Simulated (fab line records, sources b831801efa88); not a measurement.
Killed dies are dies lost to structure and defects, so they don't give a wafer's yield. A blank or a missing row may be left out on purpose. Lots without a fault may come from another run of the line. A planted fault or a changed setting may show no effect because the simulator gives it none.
fab line records | flow gf180mcu
record lots=13 wafers=39 last_day=35
route steps=602 shown STI@24 M1@315 V1@353
lots that met no fault: from a run of the same line without faults
start_h: hours from the record's first day to the start of the lot's first wafer shown | wait_h: hours since the lot's step before | " the same as in the row above | L1.1+2: a row that stands for several wafers | - no value, or no start given | * or withheld: withheld | < > ~ a bound
route shown NAME@n: a module of which the file shows steps, and the number in the route of the first | usual: mean/standard deviation of fault-free wafers | same: alike in all rows | chamber/n: place in a boat | sites: the reading at each site | _std_site: their standard deviation | _edge_site: outer sites' mean less inner sites' | radius_mm: how far each site lies from the wafer's centre | mask NAME#n: copy n | behind: the tool/chamber that last shaped the wafer | hold: why the lot was held/for how many hours/how that ended | device: the transistor (n, p or np) that didn't switch | end of line: the same wafers' tests at the end of the route | a step without rows: its recipe alone | killed: dies lost to structure and defects at the first sort, not the wafer's yield | map: a wafer's dies, x killed, . not, _ none there
set.NAME: the setting as run; set.NAME@STEP: as run at that earlier step | model.NAME: the simulator's own value behind a step, which no gauge read
steps of the route over a sample of lots; a table a step, a row a wafer
services: from which hour (start_h, from the record's first day; less than 0 if before it) a tool's chamber was out of use, for how many hours, and why
## steps
# step GF_STI_CVD_23
# recipe material=SiO2 target_thk_nm=650 sigma_open_frac=0.3 time_s=108.3 temp_c=600 sih4_flow_sccm=60 pressure_mtorr=6
# usual susceptor_temp_C=599.96/0.29
# columns lot.wafer tool chamber start_h wait_h susceptor_temp_C
L307.1 hdpcvd-01 1 35.25 0.1 599.25
L307.2 " 2 " " 599.68
L307.4 " 2 " " 599.84
L308.1 hdpcvd-01 2 42.85 0.1 600.00
L308.3 " 0 " " 600.46
L308.4 " 2 " " 599.86
L309.1 hdpcvd-02 0 45.85 0.1 600.32
L309.2 " 1 " " 600.09
L309.4 " 0 " " 599.85
L310.3 hdpcvd-01 2 51.16 0.0 600.05
L310.4 " 1 " " 600.17
L310.5 " 2 " " 599.92
L311.4 hdpcvd-01 1 52.72 0.1 599.77
L311.5 " 0 " " 600.64
L311.6 " 2 " " 599.94
L313.1 hdpcvd-02 0 65.59 0.1 599.80
L313.2 " 2 " " 599.82
L313.6 " 0 " " 600.18
L314.1 hdpcvd-01 2 71.34 0.1 600.47
L314.3 " 0 " " 599.69
L314.5 " 2 " " 600.04
L315.1 hdpcvd-01 1 74.75 0.1 599.81
L315.2 " 0 " " 600.45
L315.6 " 2 " " 600.27
L317.1 hdpcvd-02 1 84.86 0.1 600.45
L317.4 " 2 " " 599.98
L317.6 " 1 " " 600.49
L318.1 hdpcvd-02 0 91.06 0.1 599.93
L318.2 " 2 " " 599.78
L318.4 " 2 " " 600.29
L325.1 hdpcvd-02 0 125.54 0.1 599.71
L325.2 " 2 " " 599.96
L325.5 " 1 " " 600.01
L326.1 hdpcvd-02 1 132.69 0.1 599.87
L326.2 " 2 " " 599.77
L326.4 " 0 " " 599.54
L329.2 hdpcvd-01 2 150.54 0.0 599.50
L329.4 " 1 " " 599.58
L329.6 " 0 " " 600.34
# step GF_STI_THK_MEAS_24
# recipe reads=SiO2_of_STI_CVD_23
# usual STI_CVD_23_THK=650/10
# columns lot.wafer tool chamber start_h wait_h STI_CVD_23_THK[nm]
L307.1 film_metro-01 - 35.33 0.0 648
L307.2 " - " " 647
L307.4 " - " " 648
L308.1 film_metro-01 - 42.92 0.0 641
L308.3 " - " " 664
L308.4 " - " " 639
L309.1 film_metro-01 - 45.93 0.0 645
L309.2 " - " " 630
L309.4 " - " " 643
L310.3 film_metro-01 - 51.25 0.1 644
L310.4 " - " " 657
L310.5 " - " " 652
L311.4 film_metro-02 - 52.79 0.0 651
L311.5 " - " " 664
L311.6 " - " " 635
L313.1 film_metro-02 - 65.67 0.0 666
L313.2 " - " " 663
L313.6 " - " " 660
L314.1 film_metro-04 - 71.42 0.0 650
L314.3 " - " " 667
L314.5 " - " " 646
L315.1 film_metro-04 - 74.82 0.0 649
L315.2 " - " " 658
L315.6 " - " " 643
L317.1 film_metro-02 - 84.93 0.0 640
L317.4 " - " " 658
L317.6 " - " " 641
L318.1 film_metro-04 - 91.14 0.0 648
L318.2 " - " " 652
L318.4 " - " " 653
L325.1 film_metro-01 - 125.62 0.0 703
L325.2 " - " " 702
L325.5 " - " " 686
L326.1 film_metro-01 - 132.77 0.0 690
L326.2 " - " " 702
L326.4 " - " " 698
L329.2 film_metro-02 - 150.63 0.0 640
L329.4 " - " " 654
L329.6 " - " " 655
# step GF_M1_SPUTTER_00
# recipe material=Ti target_thk_nm=37.5 arriving_ion_energy_ev=80 substrate_temp_c=200 chamber_pressure_pa=2 power_w=4000 time_s=150
# usual throttle_valve_pct=30.4/1
# same time_s=150
# columns lot.wafer tool chamber start_h wait_h throttle_valve_pct
L307.1 pvd_sputter-01 - 378.61 0.1 29.4
L307.2 " - " " 32.0
L307.4 " - " " 30.8
L308.1 pvd_sputter-01 - 395.83 0.1 31.9
L308.3 " - " " 29.8
L308.4 " - " " 30.7
L309.1 pvd_sputter-01 - 410.03 0.2 30.0
L309.2 " - " " 30.5
L309.4 " - " " 30.6
L310.3 pvd_sputter-02 - 411.32 0.2 29.4
L310.4 " - " " 31.7
L310.5 " - " " 29.4
L311.4 pvd_sputter-02 - 414.28 0.3 31.0
L311.5 " - " " 31.6
L311.6 " - " " 28.9
L313.1 pvd_sputter-02 - 441.01 0.2 29.4
L313.2 " - " " 32.0
L313.6 " - " " 31.2
L314.1 pvd_sputter-02 - 449.88 0.2 29.3
L314.3 " - " " 29.2
L314.5 " - " " 31.3
L315.1 pvd_sputter-01 - 457.71 0.2 30.4
L315.2 " - " " 30.4
L315.6 " - " " 30.7
L317.1 pvd_sputter-01 - 473.90 0.2 30.0
L317.4 " - " " 32.3
L317.6 " - " " 32.2
L318.1 pvd_sputter-01 - 483.19 0.2 30.8
L318.2 " - " " 29.7
L318.4 " - " " 30.1
L325.1 pvd_sputter-04 - 534.61 0.2 28.0
L325.2 " - " " 29.9
L325.5 " - " " 29.7
L326.1 pvd_sputter-02 - 546.84 0.2 29.4
L326.2 " - " " 31.7
L326.4 " - " " 29.4
L329.2 pvd_sputter-01 - 575.93 0.1 30.7
L329.4 " - " " 30.3
L329.6 " - " " 29.9
# step GF_V1_STRIP_18
# recipe chemistry=O2/N2 power_w=1400 pressure_mtorr=1500 platen_temp_c=250 o2_flow_sccm=3000 n2_flow_sccm=300 overash_fraction=0.5
# usual drypump_motor_current_A=5.7/0.54 heater_power_w=365/27 oes_product_au=0.593/0.0047
# columns lot.wafer tool chamber start_h wait_h drypump_motor_current_A heater_power_w oes_product_au rf_hours_counter_h
L307.1 plasma_asher-04 0 428.13 - 5.1 359 0.597 77
L307.2 " 1 " " 5.6 345 0.590 77
L307.4 " 0 " " 5.1 365 0.597 -
L308.1 plasma_asher-02 1 446.47 - 6.3 336 0.593 37
L308.3 " 0 " " 6.4 398 0.593 -
L308.4 " 1 " " 6.3 333 0.583 -
L309.1 plasma_asher-04 0 461.08 - 5.1 367 0.585 81
L309.2 " 1 " " 5.6 350 0.591 81
L309.4 " 0 " " 5.1 355 0.587 -
L310.3 plasma_asher-04 0 462.08 - 5.1 360 0.594 -
L310.4 " 1 " " 5.6 344 0.599 -
L310.5 " 1 " " 5.6 336 0.591 -
L311.4 plasma_asher-02 0 465.31 - 6.4 402 0.596 -
L311.5 " 0 " " 6.4 397 0.588 -
L311.6 " 1 " " 6.3 330 0.591 -
L313.1 plasma_asher-02 1 490.82 - 6.3 336 0.588 41
L313.2 " 0 " " 6.4 408 0.594 41
L313.6 " 0 " " 6.3 398 0.585 -
L314.1 plasma_asher-02 0 500.53 - 6.3 415 0.592 42
L314.3 " 0 " " 6.4 413 0.595 -
L314.5 " 0 " " 6.4 407 0.597 -
L315.1 plasma_asher-01 1 509.08 - 5.4 392 0.589 71
L315.2 " 0 " " 5.0 346 0.592 71
L315.6 " 1 " " 5.4 401 0.592 -
L317.1 plasma_asher-02 0 523.52 - 6.4 393 0.594 45
L317.4 " 0 " " 6.4 399 0.593 -
L317.6 " 0 " " 6.3 397 0.596 -
L318.1 plasma_asher-01 1 532.47 - 5.4 393 0.588 73
L318.2 " 0 " " 5.0 368 0.593 73
L318.4 " 1 " " 5.4 396 0.586 -
L325.1 plasma_asher-01 0 581.07 - 5.0 370 0.600 77
L325.2 " 1 " " 5.4 390 0.592 77
L325.5 " 0 " " 5.0 362 0.595 -
L326.1 plasma_asher-04 0 592.72 - 5.1 364 0.602 95
L326.2 " 1 " " 5.6 335 0.589 95
L326.4 " 1 " " 5.6 344 0.593 -
L329.2 plasma_asher-01 0 621.23 - 5.0 356 0.593 81
L329.4 " 1 " " 5.4 387 0.591 -
L329.6 " 0 " " 5.0 362 0.592 -
# step GF_V1_CVD_23
# recipe material=W target_thk_nm=350 time_s=105.05 temp_c=400 pressure_torr=40
# usual heater_power_w=886/37 susceptor_temp_C=399.98/0.23
# same time_s=105.05
# columns lot.wafer tool chamber start_h wait_h heater_power_w susceptor_temp_C
L307.1 cvd_w-01 0 428.76 0.0 880 400.27
L307.2 " 1 " " 966 400.06
L307.4 " 0 " " 885 400.21
L308.1 cvd_w-02 0 447.12 0.0 877 400.16
L308.3 " 0 " " 884 399.85
L308.4 " 1 " " 875 400.27
L309.1 cvd_w-01 0 461.75 0.0 890 399.98
L309.2 " 1 " " 907 399.82
L309.4 " 0 " " 856 399.69
L310.3 cvd_w-01 1 462.73 0.1 943 399.93
L310.4 " 0 " " 887 400.02
L310.5 " 1 " " 964 399.95
L311.4 cvd_w-02 0 465.95 0.1 879 400.28
L311.5 " 1 " " 844 399.39
L311.6 " 0 " " 893 400.21
L313.1 cvd_w-02 0 491.45 0.0 907 400.24
L313.2 " 1 " " 857 399.60
L313.6 " 1 " " 832 399.72
L314.1 cvd_w-02 0 501.17 0.0 886 400.19
L314.3 " 0 " " 886 400.09
L314.5 " 1 " " 842 400.47
L315.1 cvd_w-02 0 509.72 0.0 900 399.92
L315.2 " 1 " " 824 400.24
L315.6 " 1 " " 842 399.89
L317.1 cvd_w-02 0 524.15 0.0 907 400.28
L317.4 " 0 " " 889 399.94
L317.6 " 0 " " 895 399.84
L318.1 cvd_w-02 1 533.10 0.0 845 399.76
L318.2 " 0 " " 889 399.94
L318.4 " 0 " " 916 400.18
L325.1 cvd_w-02 0 581.70 0.0 901 399.94
L325.2 " 1 " " 847 400.12
L325.5 " 1 " " 846 400.16
L326.1 cvd_w-01 0 593.35 0.0 898 400.20
L326.2 " 1 " " 952 399.93
L326.4 " 0 " " 900 400.07
L329.2 cvd_w-02 1 621.86 0.0 859 399.77
L329.4 " 0 " " 908 399.77
L329.6 " 0 " " 889 399.61
## services
# columns tool chamber start_h hours kind
pvd_sputter-02 - 60.60 3.0 repair
hdpcvd-02 - 67.52 0.5 repair
cvd_w-02 0 68.63 9.5 repair
plasma_asher-02 - 69.34 7.8 pm
hdpcvd-01 - 81.41 6.0 pm
hdpcvd-01 - 87.41 5.5 pm
pvd_sputter-01 - 90.09 4.0 repair
plasma_asher-02 - 108.75 9.0 pm
hdpcvd-02 2 141.69 4.9 repair
pvd_sputter-02 - 154.35 1.8 repair
hdpcvd-01 1 258.91 8.8 repair
plasma_asher-02 - 287.29 3.3 repair
cvd_w-02 - 310.01 6.0 pm
pvd_sputter-01 - 341.93 0.7 repair
hdpcvd-02 2 371.53 23.2 repair
cvd_w-02 - 390.00 14.0 pm
cvd_w-02 - 458.42 0.6 repair
hdpcvd-01 - 477.56 2.8 pm
cvd_w-02 - 525.63 6.9 pm
hdpcvd-02 - 539.25 15.0 pm
hdpcvd-02 0 546.86 8.0 repair
cvd_w-02 - 558.37 2.8 pm
pvd_sputter-01 - 584.33 3.7 repair
hdpcvd-01 - 616.04 1.3 repair
## key
first_sign step=GF_STI_THK_MEAS_24 reading=STI_CVD_23_THK direction=up sigmas=4.6 usual=650 struck=697
effect none on later readings
met_at GF_STI_CVD_23
struck_lots L325,L326
tester_left_out L325,L326
not_acting_at GF_M1_SPUTTER_00,GF_V1_STRIP_18,GF_V1_CVD_23
onset_between 91.06 125.54
fault kind=process_parameter_drift tool=hdpcvd-02 chamber=- onset_h=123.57 steps=GF_STI_CVD_23 channel=target_thk_nm offset=46.654 shape=step end_h=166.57 acts_in=these_recipes_only stated=650
# tester_left_out: of these lots the tester's yield and bins aren't shown, on N5 and GAA mostly nor the transistor test; their killed dies are dies lost to structure and defects alone, not to doping, threshold or leakage, so they don't give the yield
